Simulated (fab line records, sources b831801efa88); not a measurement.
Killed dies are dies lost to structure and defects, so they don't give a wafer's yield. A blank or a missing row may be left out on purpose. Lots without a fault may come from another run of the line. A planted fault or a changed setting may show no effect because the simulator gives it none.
A struck lot beside a sound one | flow sky130 | 15 steps out of a route of 708
Sound: wafers L592.1, L592.3, L592.6. Struck: wafers L595.1, L595.4, L595.5. The cause comes at the end.
At each step with rows: each side's tool, then ch and its chambers, then its first start. Under that, the readings that differ: sound wafers | struck wafers | difference of the means | sigmas: that difference in standard deviations of wafers without a fault.
alike: readings whose means differ by less than 2 such deviations, and words and numbers that are the same on both sides. not compared: withheld readings, readings that some wafer has no value for, bounds like >300 that may hide the same value, and numbers for which the record gives no deviation and whose values overlap.
The two part at a step that has a row with sigmas, a row that says differs or no value, or rows on one side only. Numbers that don't overlap but have no deviation are shown without sigmas and don't part them. A reading that every wafer of one side lacks parts them only if that side has two wafers or more.

first, 8 steps without rows for these wafers: SKY_POLY_GATE_DEHYDRATE_05 (time 60 s); SKY_POLY_GATE_HMDS_06 (prime time 60 s); SKY_POLY_GATE_COAT_07 (resist thk 110 nm); SKY_POLY_GATE_COAT_08 (resist thk 450 nm); SKY_POLY_GATE_SOFTBAKE_09 (time 90 s); SKY_POLY_GATE_EXPOSE_10 (exposes mask P1M, target cd 150 nm); SKY_POLY_GATE_PEB_11; SKY_POLY_GATE_DEVELOP_12 (develop time 60 s).
SKY_POLY_GATE_CD_MEAS_13: target cd 150 nm.
  sound on cd_sem-02, day 19 15:14; struck on cd_sem-02, day 20 12:35
  alike: cd_nm
SKY_POLY_GATE_OVL_MEAS_14:
  sound on overlay-02, day 19 15:21; struck on overlay-02, day 20 12:43
  alike: POLY_GATE_OVL
SKY_POLY_GATE_ETCH_15: etches BARC in N2/H2, stops on SiO2, time 118.5 s, target depth 110 nm.
  sound on rie_diel-04 ch 0,1, day 19 15:23; struck on rie_diel-02 ch 1,2,3, day 20 12:45
  alike: bias_w, chamber_pressure_mTorr, drypump_motor_current_A, oes_product_au, throttle_valve_pct
  not compared: rf_hours_counter_h
SKY_POLY_GATE_ETCH_16: etches Si3N4 in CH3F/O2, stops on poly-Si, time 147.5 s, target depth 75 nm.
  sound on rie_diel-04 ch 0,1, day 19 15:28; struck on rie_diel-02 ch 1,2,3, day 20 12:50
  alike: O2_flow_sccm, bias_w, drypump_motor_current_A, oes_product_au, throttle_valve_pct
  not compared: rf_hours_counter_h
SKY_POLY_GATE_ETCH_17: etches poly-Si in HBr/Cl2, stops on SiO2, target depth 180 nm, time 70.5 s.
  sound on rie_si-02 ch 2,3, day 19 15:34; struck on rie_si-01 ch 0,1,3, day 20 12:56
  no value came back on the struck wafers for any of 5 readings (HBr_flow_sccm (sccm), bias_w (W) and others); on the sound wafers HBr_flow_sccm (sccm) reads 149.6 150.1 149.8
  reading                                          | sound             | struck          | difference | sigmas
  model.KrF-thick_of_POLY_GATE_COAT_08.thk_nm (nm) | 143.9 138.1 138.7 | 234.7 235.6 235 | +94.9      |
  not compared: rf_hours_counter_h
SKY_POLY_GATE_STRIP_18: strips in O2/N2.
  sound on plasma_asher-02 ch 1, day 19 15:37; struck on plasma_asher-04 ch 1, day 20 12:59
  reading                      | sound             | struck            | difference | sigmas
  drypump_motor_current_A (A)  | 5.1 5.1 5.1       | 6.2 6.2 6.2       | +1.1       | +2
  oes_product_au (a.u.)        | 0.365 0.353 0.358 | 0.404 0.402 0.398 | +0.043     | +9
  strip_time_to_endpoint_s (s) | 3.18 3.13 3.16    | 4.19 4.20 4.20    | +1.04      | +33
  not compared: rf_hours_counter_h
then, 1 step without rows for these wafers: SKY_POLY_GATE_CLEAN_19 (cleans in SC1/SC2, time 150 s).

WHERE THEY PART
First at SKY_POLY_GATE_ETCH_17; last, within this record, at SKY_POLY_GATE_STRIP_18.

WHY: what the simulator had put in
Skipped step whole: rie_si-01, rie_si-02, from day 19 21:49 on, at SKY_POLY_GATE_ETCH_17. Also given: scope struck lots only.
